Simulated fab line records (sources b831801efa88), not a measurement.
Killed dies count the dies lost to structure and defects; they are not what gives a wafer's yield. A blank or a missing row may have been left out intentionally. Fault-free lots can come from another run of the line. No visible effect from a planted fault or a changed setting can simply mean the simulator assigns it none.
A struck lot beside a sound one || flow sky130 || 43 out of 708 route steps
Sound: these wafers, L143.1, L143.2, L143.5. Wafers struck: L138.1, L138.2, L138.3. Last of all comes the cause.
At each step with rows: each side's tool, then ch and its chambers, then its first start. Under that, the readings that differ: sound wafers || struck wafers || difference of the means || sigmas: that difference in standard deviations of wafers without a fault.
alike: a reading whose means differ by less than 2 such deviations, as well as words and numbers matching on both sides. not compared: withheld readings; readings where some wafer has no value; bounds like >300 that might hide an equal value; numbers whose values overlap and for which the record gives no deviation.
The two part at a step that has a row with sigmas, a row that says differs or no value, or rows on one side only. Numbers that have no deviation but don't overlap get no sigmas and don't part them. Lack of a reading on every wafer of one side parts them only where that side has two or more wafers.

first, 7 steps without rows for these wafers: SKY_LDD_LDN_DEHYDRATE_00 (time 60 s); SKY_LDD_LDN_HMDS_01 (prime time 60 s); SKY_LDD_LDN_COAT_02 (resist thk 1140 nm); SKY_LDD_LDN_SOFTBAKE_03 (time 60 s); SKY_LDD_LDN_EXPOSE_04 (exposes mask LDNTM, target cd 700 nm); SKY_LDD_LDN_PEB_05; SKY_LDD_LDN_DEVELOP_06 (develop time 60 s).
SKY_LDD_LDN_OVL_MEAS_07:
  sound on overlay-02 at day 29 05:59; struck on overlay-02 at day 27 14:15
  alike: LDD_LDN_OVL
then, 4 steps without rows for these wafers: SKY_LDD_LDN_IMPLANT_08; SKY_LDD_LDN_IMPLANT_09; SKY_LDD_LDN_IMPLANT_10; SKY_LDD_LDN_IMPLANT_11.
SKY_LDD_LDN_STRIP_12: strips in O2/N2.
  sound on plasma asher-01 ch 0,1, day 29 06:37; struck on plasma asher-02 ch 0,1, day 27 14:53
  alike: drypump motor current A, oes product au, strip time to endpoint s
  not compared: rf hours counter h
SKY_LDD_LDN_TW_MEAS_13:
  sound on film metro-03 at day 29 06:43; struck on film metro-03 at day 27 14:59
  alike: LDD_LDN_TW
then, 2 steps without rows for these wafers: SKY_LDD_LDN_CLEAN_14 (cleans in SC1/SC2, time 150 s); SKY_SPACER_CVD_00 (deposits Si3N4 from DCS/NH3, target thk 43.1 nm, time 740 s).
SKY_SPACER_THK_MEAS_01:
  sound on film metro-02 at day 29 09:11; struck on film metro-02 at day 27 17:19
  alike: SPACER_CVD_00_THK
SKY_SPACER_ETCHBACK_02: etches Si3N4 in CH3F/O2, stops on SiO2, time 46.7 s, target depth 45 nm.
  sound on rie diel-02 ch 0,2, day 29 09:15; struck on rie diel-01 ch 0,1,3, day 27 17:22
  alike: ch3f flow sccm, drypump motor current A, oes product au, throttle valve pct
  not compared: rf hours counter h
then, 8 steps without rows for these wafers: SKY_POLY_CUT_DEHYDRATE_00 (time 60 s); SKY_POLY_CUT_HMDS_01 (prime time 60 s); SKY_POLY_CUT_COAT_02 (resist thk 60 nm); SKY_POLY_CUT_COAT_03 (resist thk 450 nm); SKY_POLY_CUT_SOFTBAKE_04 (time 90 s); SKY_POLY_CUT_EXPOSE_05 (exposes mask NPCM, target cd 270 nm); SKY_POLY_CUT_PEB_06; SKY_POLY_CUT_DEVELOP_07 (develop time 60 s).
SKY_POLY_CUT_CD_MEAS_08: target cd 270 nm.
  sound on cd sem-01 at day 30 13:04; struck on cd sem-02 at day 28 21:40
  alike: cd nm
SKY_POLY_CUT_OVL_MEAS_09:
  sound on overlay-02 at day 30 13:11; struck on overlay-01 at day 28 21:47
  alike: POLY_CUT_OVL
SKY_POLY_CUT_ETCH_10: etches BARC in N2/H2, stops on SiO2, time 45.9 s, target depth 60 nm.
  sound on rie diel-04 ch 1,3, day 30 13:13; struck on rie diel-03 ch 0,2,3, day 28 21:49
{"reading": "oes product au (a.u.)", "sound": "0.848 0.849 0.848", "struck": "0.858 0.854 0.863", "difference": "+0.010", "sigmas": "+2"}
  alike: drypump motor current A, throttle valve pct
  not compared: rf hours counter h
SKY_POLY_CUT_ETCH_11: etches Si3N4 in CF4/CH2F2/Ar, stops on poly-Si, time 42.5 s, target depth 60 nm.
  sound on rie diel-04 ch 1,3, day 30 13:15; struck on rie diel-03 ch 0,2,3, day 28 21:51
  alike: cf4 flow sccm, ch2f2 flow sccm, drypump motor current A, oes product au, throttle valve pct
  not compared: rf hours counter h
SKY_POLY_CUT_STRIP_12: strips in O2/N2.
  sound on plasma asher-01 ch 0,1, day 30 13:17; struck on plasma asher-02 ch 0,1, day 28 21:53
  alike: drypump motor current A, oes product au, strip time to endpoint s
  not compared: rf hours counter h
then, 7 steps without rows for these wafers: SKY_SD_P_DEHYDRATE_00 (time 60 s); SKY_SD_P_HMDS_01 (prime time 60 s); SKY_SD_P_COAT_02 (resist thk 1140 nm); SKY_SD_P_SOFTBAKE_03 (time 60 s); SKY_SD_P_EXPOSE_04 (exposes mask PSDM, target cd 380 nm); SKY_SD_P_PEB_05; SKY_SD_P_DEVELOP_06 (develop time 60 s).
SKY_SD_P_CD_MEAS_07: target cd 380 nm.
  sound on cd sem-01 at day 31 17:34; struck on cd sem-01 at day 30 01:29
  alike: cd nm
SKY_SD_P_OVL_MEAS_08:
  sound on overlay-02 at day 31 17:41; struck on overlay-01 at day 30 01:36
  alike: SD_P_OVL
following that, these wafers have no rows for 1 step: SKY_SD_P_IMPLANT_09.
SKY_SD_P_STRIP_10: strips in O2/N2.
  sound on plasma asher-04 ch 0,1, day 31 17:52; struck on plasma asher-01 ch 0,1, day 30 01:47
  alike: drypump motor current A, oes product au, strip time to endpoint s
  not compared: rf hours counter h
-- here the record skips 19 days between the struck wafers' starts before and after, leaving off in module SD_P and picking up in module PAD_OPEN (first step shown: number 708 of the route) --
SKY_PAD_OPEN_PROBE_99:
  only the struck wafers here have rows in the record (prober-01, day 49 00:22); the sound ones have none

== WHERE THEY PART ==
Last at SKY_PAD_OPEN_PROBE_99 as far as this record goes, first at SKY_POLY_CUT_ETCH_10.

WHY: whatever the simulator had introduced
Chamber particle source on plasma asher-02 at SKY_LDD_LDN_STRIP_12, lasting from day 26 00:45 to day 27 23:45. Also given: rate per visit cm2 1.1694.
